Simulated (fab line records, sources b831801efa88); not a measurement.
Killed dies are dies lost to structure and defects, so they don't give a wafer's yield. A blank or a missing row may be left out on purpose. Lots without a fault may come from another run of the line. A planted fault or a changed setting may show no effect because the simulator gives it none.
A struck lot beside a sound one | flow gf180mcu | 16 steps out of a route of 602
Sound: wafers L872.2, L872.3, L872.4. Struck: wafers L875.2, L875.4, L875.5. The cause comes at the end.
At each step with rows: each side's tool, then ch and its chambers, then its first start. Under that, the readings that differ: sound wafers | struck wafers | difference of the means | sigmas: that difference in standard deviations of wafers without a fault.
alike: readings whose means differ by less than 2 such deviations, and words and numbers that are the same on both sides. not compared: withheld readings, readings that some wafer has no value for, bounds like >300 that may hide the same value, and numbers for which the record gives no deviation and whose values overlap.
The two part at a step that has a row with sigmas, a row that says differs or no value, or rows on one side only. Numbers that don't overlap but have no deviation are shown without sigmas and don't part them. A reading that every wafer of one side lacks parts them only if that side has two wafers or more.

GF_TOP_METAL_SPUTTER_04: material TiN, target thk 25 nm, time 20.8 s.
  sound on pvd_sputter-03, day 28 06:03; struck on pvd_sputter-04, day 28 21:17
  alike: cathode_dc_power_W, throttle_valve_pct
GF_TOP_METAL_RS_MEAS_05: measures by four-point-probe.
  sound on film_metro-02, day 28 06:05; struck on film_metro-02, day 28 21:20
  alike: TOP_METAL_ALCU_RS
GF_TOP_METAL_THK_MEAS_06: measures by xrf.
  sound on film_metro-02, day 28 06:12; struck on film_metro-02, day 28 21:27
  alike: TOP_METAL_ALCU_THK
then, 7 steps without rows for these wafers: GF_TOP_METAL_DEHYDRATE_07 (time 60 s); GF_TOP_METAL_HMDS_08 (prime time 60 s); GF_TOP_METAL_COAT_09 (resist thk 1500 nm); GF_TOP_METAL_SOFTBAKE_10 (time 60 s); GF_TOP_METAL_EXPOSE_11 (exposes mask MetalTop, target cd 440 nm); GF_TOP_METAL_PEB_12; GF_TOP_METAL_DEVELOP_13 (develop time 60 s).
GF_TOP_METAL_CD_MEAS_14: target cd 440 nm.
  sound on cd_sem-01, day 29 01:40; struck on cd_sem-02, day 29 15:58
  alike: cd_nm
GF_TOP_METAL_OVL_MEAS_15:
  sound on overlay-02, day 29 01:46; struck on overlay-01, day 29 16:05
  alike: TOP_METAL_OVL
GF_TOP_METAL_METAL_ETCH_16: etches the open film in Cl2/BCl3, stops on SiO2, target depth 1197 nm, time 199.5 s.
  sound on rie_metal-02 ch 0,1, day 29 01:48; struck on rie_metal-03 ch 0,1, day 29 16:07
  no value came back on the struck wafers for any of 5 readings (bcl3_flow_sccm (sccm), bias_w (W) and others); on the sound wafers bcl3_flow_sccm (sccm) reads 39.99 39.96 40.22
  reading                                        | sound          | struck         | difference | sigmas
  model.NOVOLAK_of_TOP_METAL_COAT_09.thk_nm (nm) | 1019 1010 1024 | 1504 1504 1501 | +485       |
  not compared: rf_hours_counter_h
GF_TOP_METAL_STRIP_17: strips in O2/N2.
  sound on plasma_asher-03 ch 0,1, day 29 01:59; struck on plasma_asher-04 ch 0, day 29 16:18
  reading                      | sound             | struck            | difference | sigmas
  strip_time_to_endpoint_s (s) | 12.89 12.80 12.95 | 18.27 18.27 18.24 | +5.38      | +57
  alike: drypump_motor_current_A, heater_power_w, oes_product_au
  not compared: rf_hours_counter_h
then, 1 step without rows for these wafers: GF_TOP_METAL_STRIP_18 (strips in post etch residue remover, time 1200 s).
GF_PASSIVATION_PROBE_99:
  the record has rows for the struck wafers here (prober-01, day 30 14:10) and none for the sound ones

WHERE THEY PART
First at GF_TOP_METAL_METAL_ETCH_16; last, within this record, at GF_PASSIVATION_PROBE_99.

WHY: what the simulator had put in
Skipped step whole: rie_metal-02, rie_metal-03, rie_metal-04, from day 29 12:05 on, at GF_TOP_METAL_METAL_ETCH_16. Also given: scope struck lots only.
